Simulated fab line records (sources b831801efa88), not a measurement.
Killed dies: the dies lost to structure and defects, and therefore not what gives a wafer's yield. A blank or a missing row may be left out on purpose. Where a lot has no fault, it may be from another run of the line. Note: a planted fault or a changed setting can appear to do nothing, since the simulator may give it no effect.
Matching of chambers | flow sfq line | 4 sister chambers for SFQ_TRILAYER_I3_CMP_CMP_082 on cmp-01
The step polishes SiO2. 4 wafers are shown with their chamber, then 9 later ones without.

WAFERS PAIRED WITH THEIR CHAMBERS
wafer  | chamber | motor current A (A)
L505.6 | 0       | 11.8
L506.4 | 3       | 11.3
L506.3 | 1       | 11.8
L506.6 | 2       | 9.9

WAFERS WITH NO CHAMBER GIVEN
wafer  | motor current A (A)
L508.1 | 9.7
L508.5 | 9.1
L508.6 | 11.1
L511.2 | 9.5
L511.4 | 11.3
L511.5 | 11.4
L514.2 | 9.4
L514.4 | 11.3
L514.5 | 11.3

EACH ONE'S CHAMBER
wafer  | from the rows above          | in truth
L508.1 | 2                            | 2
L508.5 | 2                            | 2
L508.6 | can't be placed: 3 or 0 or 1 | 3
L511.2 | 2                            | 2
L511.4 | can't be placed: 3 or 0 or 1 | 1
L511.5 | can't be placed: 3 or 0 or 1 | 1
L514.2 | 2                            | 2
L514.4 | can't be placed: 3 or 0 or 1 | 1
L514.5 | can't be placed: 3 or 0 or 1 | 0
Correct placement for 4 of the 9. These rows do not allow placing 5 (true chamber among the candidates in 5). Number placed wrongly: 0.
How it was worked out, from the rows above alone: a wafer's distance from a chamber is the root of the sum, over the readings, of the square of ((its reading less the chamber's mean) divided by the reading's scatter). If the next closest chamber is less than 2 further off than the closest, the wafer can't be placed; otherwise it belongs to the closest. Each chamber's mean is taken over the wafers shown for it. The scatter: root of mean squared gap, hidden wafer to nearest shown wafer, with one shown wafer a chamber.
